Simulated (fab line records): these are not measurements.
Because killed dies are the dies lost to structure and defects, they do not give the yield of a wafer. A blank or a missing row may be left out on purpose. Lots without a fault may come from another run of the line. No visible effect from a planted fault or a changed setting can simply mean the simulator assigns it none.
Commonality check across tools | flow gf180mcu | 13 lots, 39 wafers sampled

REASON IT WAS OPENED
On 1 of the 13 lots, a flag is raised at GF_PSD_CD_MEAS_07 on the reading cdNm. Wafers without a fault read 400.3 nm, standard deviation 2.7.
Rule: a lot is flagged when every wafer of it that has a number lies more than 4 standard deviations from that mean, or none has a number. As for the other lots, they are considered sound.

lot  | measured     | on       | cdNm (nm), wafer by wafer | flag
L497 | day 14 07:58 | cdSem-01 | 398.9 400.9 396.6         | 
L498 | day 14 14:58 | cdSem-01 | 399.3 401.3 398.2         | 
L499 | day 15 01:09 | cdSem-01 | 397.4 396.6 396.6         | 
L500 | day 15 06:10 | cdSem-02 | 404.9 404.7 404.1         | 
L501 | day 15 18:49 | cdSem-02 | 398.4 398.3 398.0         | 
L505 | day 17 00:47 | cdSem-02 | 318.5 319.0 320.6         | FLAGGED
L510 | day 18 22:26 | cdSem-02 | 398.7 400.7 399.1         | 
L512 | day 19 13:59 | cdSem-01 | 404.1 405.0 401.7         | 
L513 | day 20 03:14 | cdSem-02 | 395.5 395.5 399.5         | 
L515 | day 20 18:17 | cdSem-01 | 399.7 399.4 400.8         | 
L517 | day 21 08:17 | cdSem-01 | 402.8 400.3 402.1         | 
L519 | day 21 18:56 | cdSem-01 | 395.7 399.5 398.9         | 
L520 | day 22 06:02 | cdSem-01 | 403.4 404.0 401.2         | 
On average the flagged lots' numbers are 319.4 nm, which is -80.9 nm against the usual, or -30 standard deviations.

WHICH TOOL RAN EACH LOT
The record holds 1 process step before the reading, out of a route of 602 steps. Read each cell as the tool, then ch plus the chambers that the sampled wafers visited, then the start.
lot  | flag    | GF_PSD_EXPOSE_04
L497 |         | ilineStepper-02 ch 0, day 13 21:42
L498 |         | ilineStepper-01 ch 0, day 14 04:45
L499 |         | ilineStepper-01 ch 0, day 14 15:11
L500 |         | ilineStepper-02 ch 0, day 14 20:02
L501 |         | ilineStepper-01 ch 0, day 15 07:59
L505 | FLAGGED | ilineStepper-02 ch 0, day 16 13:17
L510 |         | ilineStepper-02 ch 0, day 18 10:51
L512 |         | ilineStepper-01 ch 0, day 19 02:35
L513 |         | ilineStepper-01 ch 0, day 19 15:29
L515 |         | ilineStepper-01 ch 0, day 20 06:29
L517 |         | ilineStepper-02 ch 0, day 20 19:56
L519 |         | ilineStepper-01 ch 0, day 21 07:28
L520 |         | ilineStepper-01 ch 0, day 21 18:35
What these steps do:
- GF_PSD_EXPOSE_04: exposes mask Pplus, target cd 400 nm.
- GF_PSD_CD_MEAS_07: target cd 400 nm.

FLAGGED OVER TOTAL, TOOL BY TOOL (the gauges that took the reading come last)
step              | tool            | lots run | flagged | share of the flagged lots | sound lots run after its first flagged lot
GF_PSD_EXPOSE_04  | ilineStepper-01 | 8        | 0       | none                      | -
GF_PSD_EXPOSE_04  | ilineStepper-02 | 5        | 1       | all                       | 2 (L510,L517)
GF_PSD_CD_MEAS_07 | cdSem-01        | 8        | 0       | none                      | -
GF_PSD_CD_MEAS_07 | cdSem-02        | 5        | 1       | all                       | 2 (L510,L513)

WHAT THE TABLE ALLOWS
Table rows that saw every flagged lot: 2, namely ilineStepper-02 at GF_PSD_EXPOSE_04 and cdSem-02 at GF_PSD_CD_MEAS_07.
- ilineStepper-02 at GF_PSD_EXPOSE_04 ran 5 lots, 1 of them flagged. Lots that were sound ran on it after the first flagged one (L510, L517); a persistent fault on the entire tool would not allow that.
- cdSem-02 at GF_PSD_CD_MEAS_07 ran 5 lots, 1 of them flagged. Lots that were sound ran on it after the first flagged one (L510, L513); a persistent fault on the entire tool would not allow that.
No row of the table ran every flagged lot and no sound lot after the first.

WHAT WAS PUT IN BY THE SIMULATOR
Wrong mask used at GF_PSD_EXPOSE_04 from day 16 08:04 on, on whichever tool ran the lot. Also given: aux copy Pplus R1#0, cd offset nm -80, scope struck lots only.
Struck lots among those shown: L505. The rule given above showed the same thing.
